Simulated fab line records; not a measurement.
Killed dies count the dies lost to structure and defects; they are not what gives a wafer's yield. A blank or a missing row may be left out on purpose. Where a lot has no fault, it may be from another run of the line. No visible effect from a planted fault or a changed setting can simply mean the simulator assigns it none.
Which of the tools did it? ; flow sky130 ; 39 wafers from 13 lots sampled at 5 of the route's 708 steps

WHAT EACH GAUGE READ, for each wafer
SKY_FIELD_ISO_THK_MEAS_02.
lot;measured;on;FIELD_ISO_OXIDATION_00_THK (nm)
L323;day 1 12:17;film-metro-01;11.95 11.87 11.87
L324;day 1 16:49;film-metro-04;12.34 12.23 12.11
L328;day 2 13:31;film-metro-04;12.17 12.19 12.02
L329;day 2 17:59;film-metro-03;12.26 12.11 11.86
L332;day 3 09:08;film-metro-03;11.99 12.18 11.89
L333;day 3 14:54;film-metro-03;12.34 12.39 12.52
L335;day 4 01:39;film-metro-01;11.92 12.11 12.24
L336;day 4 05:02;film-metro-01;11.95 11.82 12.04
L337;day 4 10:15;film-metro-01;12.11 12.18 11.96
L338;day 4 15:04;film-metro-03;11.97 11.76 11.89
L341;day 5 07:07;film-metro-04;12.44 12.31 12.19
L342;day 5 11:17;film-metro-03;11.52 11.88 11.84
L346;day 6 06:38;film-metro-04;11.80 12.17 12.15

SKY_FIELD_ISO_THK_MEAS_25.
lot;measured;on;FIELD_ISO_CVD_24_THK (nm)
L323;day 2 06:33;film-metro-04;591 587 583
L324;day 2 12:08;film-metro-03;588 597 599
L328;day 3 11:49;film-metro-01;600 600 599
L329;day 3 14:49;film-metro-01;600 594 592
L332;day 4 05:59;film-metro-04;583 589 587
L333;day 4 12:00;film-metro-04;602 593 592
L335;day 4 22:02;film-metro-03;591 592 587
L336;day 5 03:14;film-metro-01;594 598 597
L337;day 5 08:31;film-metro-04;603 605 604
L338;day 5 14:07;film-metro-03;597 596 593
L341;day 9 18:59;film-metro-03;591 591 589
L342;day 9 18:56;film-metro-01;592 583 587
L346;day 9 19:03;film-metro-01;591 592 592

SKY_DNWELL_TW_MEAS_09.
lot;measured;on;DNWELL_TW
L323;day 3 03:37;film-metro-02;1113 1111 1118
L324;day 3 08:50;film-metro-01;1102 1099 1095
L328;day 4 08:40;film-metro-03;1138 1127 1133
L329;day 4 13:04;film-metro-02;1110 1108 1105
L332;day 5 04:57;film-metro-01;1100 1103 1101
L333;day 5 09:25;film-metro-02;1109 1100 1107
L335;day 5 18:46;film-metro-01;1107 1108 1106
L336;day 6 02:01;film-metro-01;1104 1097 1099
L337;day 6 05:28;film-metro-01;1108 1105 1106
L338;day 6 10:19;film-metro-03;1129 1124 1129
L341;day 11 07:04;film-metro-02;1103 1104 1105
L342;day 11 07:09;film-metro-01;1099 1096 1097
L346;day 11 07:48;film-metro-01;1101 1110 1106

SKY_VT_ADJUST_HVTR_TW_MEAS_11.
lot;measured;on;VT_ADJUST_HVTR_TW
L323;day 8 06:38;film-metro-03;212.2 212.9 213.2
L324;day 8 09:11;film-metro-03;213.3 212.4 213.4
L328;day 8 22:34;film-metro-01;209.5 208.8 209.1
L329;day 9 09:05;film-metro-03;214.9 213.9 214.3
L332;day 10 01:43;film-metro-02;208.9 209.0 208.3
L333;day 10 03:15;film-metro-01;208.8 210.3 209.2
L335;day 10 14:37;film-metro-02;208.4 207.2 208.7
L336;day 10 19:13;film-metro-02;229.2 229.1 228.1 229.1 228.6 228.8
L337;day 10 23:23;film-metro-02;208.6 209.2 208.5
L338;day 11 06:50;film-metro-02;230.6 232.4 231.6 231.0 230.3 230.2
L341;day 20 04:12;film-metro-03;212.4 212.0 212.3
L342;day 20 04:21;film-metro-02;210.8 210.4 210.8
L346;day 20 04:53;film-metro-02;210.7 210.2 209.7

WHICH TOOL RAN EACH LOT (tool, then ch and the chambers of the sampled wafers, then the start)
lot;SKY_VT_ADJUST_HVTR_IMPLANT_09
L323;implanter-01 ch 0, day 8 06:23
L324;implanter-02 ch 0, day 8 08:56
L328;implanter-01 ch 0, day 8 22:19
L329;implanter-04 ch 0, day 9 08:50
L332;implanter-02 ch 0, day 10 01:28
L333;implanter-02 ch 0, day 10 03:00
L335;implanter-01 ch 0, day 10 14:22
L336;implanter-01 ch 0, day 10 18:58
L337;implanter-04 ch 0, day 10 23:08
L338;implanter-01 ch 0, day 11 06:35
L341;implanter-01 ch 0, day 20 03:58
L342;implanter-04 ch 0, day 20 04:07
L346;implanter-01 ch 0, day 20 04:38
- SKY_VT_ADJUST_HVTR_IMPLANT_09

AS READ BY THE TOOLS THEMSELVES (means over the sampled wafers that have a number; for cases with no such wafer, the mark the record gives instead)
SKY_VT_ADJUST_HVTR_IMPLANT_09.
lot;tool;dose-ions-cm2;faraday-current-uA
L323;implanter-01;2.0990e+12;11.88
L324;implanter-02;2.0997e+12;11.65
L328;implanter-01;2.0962e+12;11.77
L329;implanter-04;2.0998e+12;11.66
L332;implanter-02;2.1008e+12;11.79
L333;implanter-02;2.1012e+12;11.86
L335;implanter-01;2.1003e+12;11.90
L336;implanter-01;2.9040e+12;16.40
L337;implanter-04;2.0976e+12;11.90
L338;implanter-01;2.9052e+12;16.37
L341;implanter-01;2.0989e+12;11.79
L342;implanter-04;2.0965e+12;11.87
L346;implanter-01;2.1028e+12;11.73

THE ANSWER, worked out from the rows above alone
Rule: the usual values come from the lots themselves. The widest of any qualifying gaps counts: lots, ordered by their means at a reading, are off when they make up no more than a third of the lots, leave a main group of 4 or more, and stand apart from it by 3 or more times the standard deviation of that group's means. The tables above print the reading to a certain number of digits; a main group whose means all agree to those digits is not used. A lot without any number at a reading at which 4 lots or more have one is off too. All remaining lots with rows at the step are treated as sound. The gauges are gone through in route order, then the tools' own readings, and for those a lot's mean is taken as printed above. The first step at which some lot is off is used, and at that step the reading that is off furthest; a lot without a number counts as furthest.
Off: L336, L338, at SKY_VT_ADJUST_HVTR_TW_MEAS_11 (VT_ADJUST_HVTR_TW). Mean 210.7 and standard deviation 2 in the main group.
If a tool, at a process step before that reading, ran all the lots that are off and no sound lot after the first of them, it fits. The gauges at SKY_VT_ADJUST_HVTR_TW_MEAS_11 aren't tried: what is off there is off at SKY_VT_ADJUST_HVTR_IMPLANT_09 too, on other tools, and a gauge's error can't cause that. Not one of the candidates tried fits.

WHAT THE SIMULATOR PUT IN
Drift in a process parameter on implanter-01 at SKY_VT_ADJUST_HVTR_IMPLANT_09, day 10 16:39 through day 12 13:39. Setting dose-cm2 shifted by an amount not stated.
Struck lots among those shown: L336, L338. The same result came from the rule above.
